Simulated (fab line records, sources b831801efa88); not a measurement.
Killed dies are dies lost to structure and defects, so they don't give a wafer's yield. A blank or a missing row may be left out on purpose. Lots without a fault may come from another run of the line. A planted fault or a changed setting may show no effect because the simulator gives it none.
fab line records | flow sky130
record lots=14 wafers=42 last_day=50
route steps=708 shown SONOS_ONO@182 LDD_P@261 LI_CONTACT@375 VIA1@470
lots that met no fault: from a run of the same line without faults
start_h: hours from the record's first day to the start of the lot's first wafer shown | wait_h: hours since the lot's step before | " the same as in the row above | L1.1+2: a row that stands for several wafers | - no value, or no start given | * or withheld: withheld | < > ~ a bound
route shown NAME@n: a module of which the file shows steps, and the number in the route of the first | usual: mean/standard deviation of fault-free wafers | same: alike in all rows | chamber/n: place in a boat | sites: the reading at each site | _std_site: their standard deviation | _edge_site: outer sites' mean less inner sites' | radius_mm: how far each site lies from the wafer's centre | mask NAME#n: copy n | behind: the tool/chamber that last shaped the wafer | hold: why the lot was held/for how many hours/how that ended | device: the transistor (n, p or np) that didn't switch | end of line: the same wafers' tests at the end of the route | a step without rows: its recipe alone | killed: dies lost to structure and defects at the first sort, not the wafer's yield | map: a wafer's dies, x killed, . not, _ none there
set.NAME: the setting as run; set.NAME@STEP: as run at that earlier step | model.NAME: the simulator's own value behind a step, which no gauge read
steps of the route over a sample of lots; a table a step, a row a wafer
## steps
# step SKY_SONOS_ONO_OVL_MEAS_14
# usual SONOS_ONO_OVL=-0.5/1.4
# columns lot.wafer tool chamber start_h wait_h SONOS_ONO_OVL[nm]
L818.1 overlay-02 - 278.57 0.1 -0.2
L818.5 " - " " 0.0
L818.6 " - " " -0.2
L819.2 overlay-02 - 281.67 0.1 -0.5
L819.3 " - " " 0.6
L819.5 " - " " 0.5
L821.1 overlay-02 - 298.81 0.1 -1.9
L821.2 " - " " 0.6
L821.5 " - " " -0.3
L822.1 overlay-02 - 308.41 0.1 -3.6
L822.5 " - " " -2.1
L822.6 " - " " -2.8
L824.1 overlay-01 - 323.82 0.1 -0.9
L824.5 " - " " -1.6
L824.6 " - " " -1.4
L826.1 overlay-01 - 344.46 0.1 0.3
L826.5 " - " " -2.0
L826.6 " - " " -2.2
L828.4 overlay-02 - 361.23 0.1 1.8
L828.5 " - " " 3.0
L828.6 " - " " 1.7
L827.1 overlay-02 - 362.51 0.1 0.6
L827.2 " - " " -0.3
L827.4 " - " " 1.2
L830.1 overlay-01 - 390.31 0.1 0.0
L830.2 " - " " 0.6
L830.6 " - " " -1.1
L831.3 overlay-02 - 412.52 0.1 -1.5
L831.5 " - " " 0.3
L831.6 " - " " -2.2
L836.1 overlay-01 - 433.77 0.1 -1.8
L836.2 " - " " -1.2
L836.6 " - " " -1.5
L837.1 overlay-02 - 443.67 0.1 2.0
L837.2 " - " " 2.9
L837.3 " - " " 2.0
L840.1 overlay-01 - 463.86 0.1 -1.2
L840.4 " - " " -0.1
L840.6 " - " " -0.2
L841.3 overlay-02 - 471.82 0.1 -0.8
L841.5 " - " " -1.0
L841.6 " - " " -0.5
# step SKY_LDD_P_DEVELOP_06
# recipe resist=NOVOLAK developer=TMAH develop_time_s=60 dev_temp_c=23
# usual chill_plate_temp_C=23.00/0.11 develop_time_s=60/0
# columns lot.wafer tool chamber start_h wait_h chill_plate_temp_C develop_time_s
L818.1 litho_track-03 0 433.08 0.1 23.03 60
L818.5 " 0 " " 23.00 60
L818.6 " 0 " " 23.19 60
L819.2 litho_track-03 0 433.40 0.1 23.14 60
L819.3 " 0 " " 23.15 60
L819.5 " 0 " " 23.06 60
L821.1 litho_track-02 0 455.04 0.1 22.98 60
L821.2 " 0 " " 22.94 60
L821.5 " 0 " " 22.99 60
L822.1 litho_track-02 0 462.89 0.1 22.92 60
L822.5 " 0 " " 23.05 60
L822.6 " 0 " " 23.09 60
L824.1 litho_track-04 0 479.19 0.1 22.92 60
L824.5 " 0 " " 22.80 60
L824.6 " 0 " " 22.99 60
L826.1 litho_track-02 0 504.64 0.1 23.15 60
L826.5 " 0 " " 23.14 60
L826.6 " 0 " " 23.24 60
L828.4 litho_track-04 0 521.66 0.1 22.99 60
L828.5 " 0 " " 23.11 60
L828.6 " 0 " " 23.16 60
L827.1 litho_track-02 - 525.04 0.1 - -
L827.2 " - " " - -
L827.4 " - " " - -
L830.1 litho_track-02 - 553.54 0.1 - -
L830.2 " - " " - -
L830.6 " - " " - -
L831.3 litho_track-03 0 574.18 0.1 22.79 60
L831.5 " 0 " " 22.78 60
L831.6 " 0 " " 22.94 60
L836.1 litho_track-02 0 596.64 0.1 22.93 60
L836.2 " 0 " " 23.05 60
L836.6 " 0 " " 23.02 60
L837.1 litho_track-02 0 605.49 0.1 22.95 60
L837.2 " 0 " " 23.13 60
L837.3 " 0 " " 23.02 60
L840.1 litho_track-02 0 623.99 0.1 22.87 60
L840.4 " 0 " " 22.81 60
L840.6 " 0 " " 22.81 60
L841.3 litho_track-02 0 630.54 0.1 22.96 60
L841.5 " 0 " " 23.03 60
L841.6 " 0 " " 22.90 60
# step SKY_LI_CONTACT_OVL_MEAS_13
# usual LI_CONTACT_OVL=-5/6.2
# columns lot.wafer tool chamber start_h wait_h LI_CONTACT_OVL[nm]
L818.1 overlay-01 - 679.40 0.1 -9
L818.5 " - " " -8
L818.6 " - " " -15
L819.2 overlay-02 - 680.01 0.1 -2
L819.3 " - " " -1
L819.5 " - " " -1
L821.1 overlay-02 - 694.71 0.1 -3
L821.2 " - " " -4
L821.5 " - " " -7
L822.1 overlay-01 - 704.80 0.1 -12
L822.5 " - " " -10
L822.6 " - " " -4
L824.1 overlay-02 - 720.71 0.1 -21
L824.5 " - " " -16
L824.6 " - " " -10
L826.1 overlay-01 - 742.70 0.1 -7
L826.5 " - " " -3
L826.6 " - " " -7
L828.4 overlay-02 - 758.43 0.1 -15
L828.5 " - " " -8
L828.6 " - " " -2
L827.1 overlay-02 - 759.20 0.1 0
L827.2 " - " " -3
L827.4 " - " " -4
L830.1 overlay-01 - 785.81 0.1 -10
L830.2 " - " " -1
L830.6 " - " " 1
L831.3 overlay-01 - 808.67 0.1 -2
L831.5 " - " " 5
L831.6 " - " " 4
L836.1 overlay-02 - 825.06 0.1 3
L836.2 " - " " 4
L836.6 " - " " 3
L837.1 overlay-01 - 832.61 0.1 2
L837.2 " - " " 3
L837.3 " - " " 3
L840.1 overlay-02 - 847.61 0.1 -3
L840.4 " - " " 9
L840.6 " - " " 3
L841.3 overlay-01 - 855.17 0.1 -7
L841.5 " - " " -10
L841.6 " - " " -10
# step SKY_VIA1_CD_MEAS_12
# recipe target_cd_nm=150
# usual cd_nm=150.3/2.1
# columns lot.wafer tool chamber start_h wait_h cd_nm
L818.1 cd_sem-02 - 796.93 - 147.4
L818.5 " - " " 147.8
L818.6 " - " " 148.6
L819.2 cd_sem-01 - 797.11 - 151.1
L819.3 " - " " 150.5
L819.5 " - " " 150.2
L821.1 cd_sem-02 - 810.68 - 154.3
L821.2 " - " " 153.1
L821.5 " - " " 153.4
L822.1 cd_sem-01 - 818.99 - 150.9
L822.5 " - " " 151.8
L822.6 " - " " 152.3
L824.1 cd_sem-02 - 832.84 - 154.8
L824.5 " - " " 153.1
L824.6 " - " " 152.4
L826.1 cd_sem-02 - 855.39 - 147.6
L826.5 " - " " 148.4
L826.6 " - " " 149.5
L828.4 cd_sem-02 - 870.84 - 149.6
L828.5 " - " " 150.5
L828.6 " - " " 149.3
L827.1 cd_sem-01 - 872.28 - 151.7
L827.2 " - " " 151.8
L827.4 " - " " 152.8
L830.1 cd_sem-02 - 896.69 - 147.3
L830.2 " - " " 148.9
L830.6 " - " " 148.7
L831.3 cd_sem-01 - 917.48 - 147.1
L831.5 " - " " 147.4
L831.6 " - " " 147.7
L836.1 cd_sem-01 - 933.29 - 152.1
L836.2 " - " " 151.2
L836.6 " - " " 152.0
L837.1 cd_sem-01 - 939.69 - 151.9
L837.2 " - " " 149.6
L837.3 " - " " 152.1
L840.1 cd_sem-02 - 956.84 - 153.6
L840.4 " - " " 152.1
L840.6 " - " " 153.2
L841.3 cd_sem-01 - 963.47 - 146.9
L841.5 " - " " 147.5
L841.6 " - " " 147.8
## key
first_sign step=SKY_LDD_P_DEVELOP_06 reading=tool_record direction=missing
effect none on later readings
met_at SKY_LDD_P_DEVELOP_06
struck_lots L827,L830
sort_left_out L827.1,L827.2,L827.4,L830.1,L830.2,L830.6
tester_left_out L827,L830
not_acting_at SKY_SONOS_ONO_OVL_MEAS_14,SKY_LI_CONTACT_OVL_MEAS_13,SKY_VIA1_CD_MEAS_12
onset_between 504.64 525.04
fault kind=skipped_step_whole tool=litho_track-02 chamber=- onset_h=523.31 steps=SKY_LDD_P_DEVELOP_06 scope=struck_lots_only
# tester_left_out: of these lots the tester's yield and bins aren't shown, on N5 and GAA mostly nor the transistor test; their killed dies are dies lost to structure and defects alone, not to doping, threshold or leakage, so they don't give the yield
# sort_left_out: the simulated sort isn't trusted on such a fault, so these wafers' sort isn't shown, and their yield isn't known
